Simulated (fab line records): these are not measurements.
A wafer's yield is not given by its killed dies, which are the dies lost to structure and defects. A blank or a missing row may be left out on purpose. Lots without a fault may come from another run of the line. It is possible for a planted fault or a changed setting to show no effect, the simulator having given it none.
Chamber matching	flow gf180mcu	GF_CONTACT_CVD_02 on pecvd-03: 3 sister chambers
The step deposits SiO2 from TEOS, target thk 860 nm, time 95.992 s. 14 wafers are shown with their chamber, then 7 later ones without.

== WAFERS WITH THEIR CHAMBER ==
wafer	chamber	heaterPowerW (W)
L781.1	1	530
L781.2	2	454
L781.3	2	506
L782.2	0	583
L782.5	2	447
L782.6	1	625
L788.1	0	471
L788.4	0	513
L788.6	2	523
L789.4	1	587
L789.5	2	518
L789.6	0	454
L791.3	0	544
L791.4	1	480

SIGNATURES (means of the wafers above)
reading	chamber 0	chamber 1	chamber 2	scatter within a chamber
heaterPowerW	513.00	555.50	489.60	50.9
Rule: for a wafer and a chamber, the distance is found by dividing, reading by reading, the gap between the wafer's reading and the chamber's mean by the reading's scatter, squaring, summing and taking the root. The wafer belongs to the nearest chamber; if the next one is less than 2 further off, it can't be placed. The scatter: the root of (the sum of the squares of (reading less its chamber's mean) over the shown wafers, divided by (wafers less chambers)).

== WAFERS MISSING THEIR CHAMBER ==
wafer	heaterPowerW (W)
L791.5	448
L792.1	553
L792.4	442
L792.5	592
L796.3	587
L796.4	529
L796.6	612

== EACH ONE'S CHAMBER ==
wafer	from the rows above	in truth
L791.5	can't be placed: 2 or 0 or 1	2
L792.1	can't be placed: 1 or 0 or 2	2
L792.4	can't be placed: 2 or 0 or 1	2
L792.5	can't be placed: 1 or 0 or 2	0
L796.3	can't be placed: 1 or 0 or 2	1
L796.4	can't be placed: 0 or 1 or 2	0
L796.6	can't be placed: 1 or 0 or 2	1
Placed correctly: 0 of 7. Can't be placed from these rows: 7 (the true chamber is among the candidates in 7). Wrongly placed: 0.
